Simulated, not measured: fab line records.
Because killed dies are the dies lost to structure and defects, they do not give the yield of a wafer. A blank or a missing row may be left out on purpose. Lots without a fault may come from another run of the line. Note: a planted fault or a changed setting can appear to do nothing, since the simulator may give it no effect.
Which of the tools did it? / flow gf180mcu / 7 lots with 21 wafers sampled at 3 steps, on a route of 602 steps

WHAT EACH GAUGE READ, for each wafer
GF_V1_CD_MEAS_14 targets a cd of 260 nm.
lot=L705; measured=day 19 17:26; on=cd_sem-02; cd_nm (nm)=259.3 259.2 259.2
lot=L708; measured=day 21 06:58; on=cd_sem-01; cd_nm (nm)=260.3 258.4 258.9
lot=L710; measured=day 21 17:58; on=cd_sem-02; cd_nm (nm)=260.9 260.6 260.2
lot=L713; measured=day 22 19:37; on=cd_sem-01; cd_nm (nm)=262.7 262.1 262.4
lot=L719; measured=day 24 17:52; on=cd_sem-01; cd_nm (nm)=260.5 261.0 260.3
lot=L722; measured=day 25 15:32; on=cd_sem-02; cd_nm (nm)=257.9 257.9 257.7
lot=L724; measured=day 26 04:44; on=cd_sem-02; cd_nm (nm)=261.9 261.0 261.4

WHAT TOOL EACH LOT RAN ON (gives the tool, then ch and the chambers of the sampled wafers, and finally the start)
lot=L705; GF_NSD_EXPOSE_04=iline_stepper-01 ch 0, day 14 07:11; GF_M1_METAL_ETCH_16=rie_metal-02 ch 0,1, day 18 16:02
lot=L708; GF_NSD_EXPOSE_04=iline_stepper-01 ch 0, day 15 14:58; GF_M1_METAL_ETCH_16=rie_metal-04 ch 0,1, day 20 05:43
lot=L710; GF_NSD_EXPOSE_04=iline_stepper-01 ch 0, day 16 02:08; GF_M1_METAL_ETCH_16=rie_metal-04 ch 1, day 20 16:20
lot=L713; GF_NSD_EXPOSE_04=iline_stepper-02 ch 0, day 17 02:34; GF_M1_METAL_ETCH_16=rie_metal-03 ch 0,1, day 21 19:10
lot=L719; GF_NSD_EXPOSE_04=iline_stepper-02, day 19 02:28; GF_M1_METAL_ETCH_16=rie_metal-02 ch 0,1, day 23 17:58
lot=L722; GF_NSD_EXPOSE_04=iline_stepper-02 ch 0, day 20 02:59; GF_M1_METAL_ETCH_16=rie_metal-03 ch 0,1, day 24 16:28
lot=L724; GF_NSD_EXPOSE_04=iline_stepper-02 ch 0, day 20 17:12; GF_M1_METAL_ETCH_16=rie_metal-03 ch 0,1, day 25 06:13
- GF_NSD_EXPOSE_04: exposes mask Nplus, target cd 400 nm.
- GF_M1_METAL_ETCH_16: etches the open film in Cl2/BCl3, stops on SiO2, target depth 750.8 nm, time 125.1 s.

THE ANSWER, worked out from the rows above alone
Rule: the usual values come from the lots themselves. Put in order of their means at a reading, lots are off if they are a third of the lots or fewer, leave a main group of 4 or more, and stand apart from it by a gap of 3 or more times the standard deviation of the main group's means; of several such gaps the widest counts. If all means in a main group match to the digits the tables above print for the reading, that group is not used. A lot without any number at a reading at which 4 lots or more have one is off too. The other lots that the step has rows for count as sound.
None of the lots is off at any reading shown; this tells nothing.

WHAT THE SIMULATOR PUT IN
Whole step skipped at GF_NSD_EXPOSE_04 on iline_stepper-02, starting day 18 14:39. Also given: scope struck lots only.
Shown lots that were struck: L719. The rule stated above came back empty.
